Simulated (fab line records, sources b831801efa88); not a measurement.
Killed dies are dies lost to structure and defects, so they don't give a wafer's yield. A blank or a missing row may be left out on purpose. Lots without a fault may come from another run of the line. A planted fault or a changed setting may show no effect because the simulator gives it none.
Problem report in the 8D (eight disciplines) form, filled by code | flow sky130 | the parts of the form that need people (team, actions taken, sign-off) are left out

1. THE PROBLEM
VIA3_HDPCVD_THK at SKY_VIA3_THK_MEAS_01 reads a mean of 1975 nm on 2 wafers of 2 lots; wafers without a fault read 1637 nm with a standard deviation of 14. That is +24 standard deviations from the usual mean.
First seen on wafer L166.4, day 41 18:38, on film_metro-01. The record holds 32 wafers of 11 lots with a number at this step. Rule for "out", or "out of limits": more than 4 standard deviations from the usual mean. The other wafers with a number count as sound.

2. WHAT IT IS AND WHAT IT IS NOT
question                    | is                           | is not
which readings at this step | VIA3_HDPCVD_THK              | -
which lots                  | L166, L167                   | L156, L159, L163, L164, L175, L176, L177, L178, L179
which wafers of those lots  | L166.4, L167.4               | L166.2, L166.5, L167.3
read on which gauges        | film_metro-01, film_metro-02 | film_metro-04
when                        | from day 41 18:38            | up to then (14 sound wafers); but 16 sound wafers of L167, L175, L176, L177, L178, L179 came after

3. SUSPECTS, AND WHAT RULES EACH OUT
Counting: a tool at a process step up to the reading stays a suspect if it ran every lot that is out. Sound lots after the first of them don't rule it out here, since some wafers of a struck lot are sound.
- the gauge at SKY_VIA3_THK_MEAS_01: ruled out. The wafers that are out were read on 2 gauges (film_metro-01, film_metro-02).
- plasma_asher-01 at SKY_METAL2_STRIP_20 (strips in O2/N2): kept. It ran every lot that is out, first L166 (day 38 12:52); its last sound lot up to then is L159 (day 36 07:53).
- pvd_sputter-03 at SKY_VIA2_SPUTTER_20 (material TiN, target thk 20 nm, time 80 s): kept. It ran every lot that is out, first L166 (day 39 15:59); its last sound lot up to then is L164 (day 38 23:29).
- hdpcvd-01 at SKY_VIA3_HDPCVD_00 (deposits SiO2, target thk 1635 nm, time 272.5 s): kept. It ran every lot that is out, first L166 (day 41 18:27); its last sound lot up to then is L164 (day 41 03:46). Its own readings are out on those wafers: run_length_s.
Left after counting: plasma_asher-01 at SKY_METAL2_STRIP_20, pvd_sputter-03 at SKY_VIA2_SPUTTER_20, hdpcvd-01 at SKY_VIA3_HDPCVD_00.

4. THE CAUSE (what the simulator had put in)
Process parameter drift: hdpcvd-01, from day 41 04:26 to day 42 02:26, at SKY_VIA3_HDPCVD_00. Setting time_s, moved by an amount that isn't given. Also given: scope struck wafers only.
Counting left 3 suspects, and this tool is among them.

5. THE CHAIN OF EFFECTS, in route order
Each row: a reading whose mean over the struck wafers that have a number lies more than 3 standard deviations from the usual. Only readings for which the record gives a usual standard deviation are gone through. hours: the time from each lot's start at the first step in this table that gives one to its start at this step, as a median over the lots. sigmas: the change in usual standard deviations.
hours | step                 | reading         | usual   | on struck wafers | change | sigmas
0     | SKY_VIA3_HDPCVD_00   | run_length_s    | 300.1 s | 355.0            | +54.9  | +99 or more
0     | SKY_VIA3_THK_MEAS_01 | VIA3_HDPCVD_THK | 1637 nm | 1975             | +338   | +24
The process steps in it:
- SKY_VIA3_HDPCVD_00: deposits SiO2, target thk 1635 nm, time 272.5 s.

6. WHAT WOULD HAVE CAUGHT IT SOONER
In this record the first reading out of limits at a measuring or inspecting step was taken at day 41 18:38, 14 hours after the fault began at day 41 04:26.
The tool's own readings at SKY_VIA3_HDPCVD_00 were out on every struck wafer that the step has a row for (run_length_s): an alarm limit on them would have fired on the first of those.
Of the lots that are out (2), L167 began SKY_VIA3_HDPCVD_00 on hdpcvd-01 after day 41 18:38. A hold on the tool at that time would have spared it.
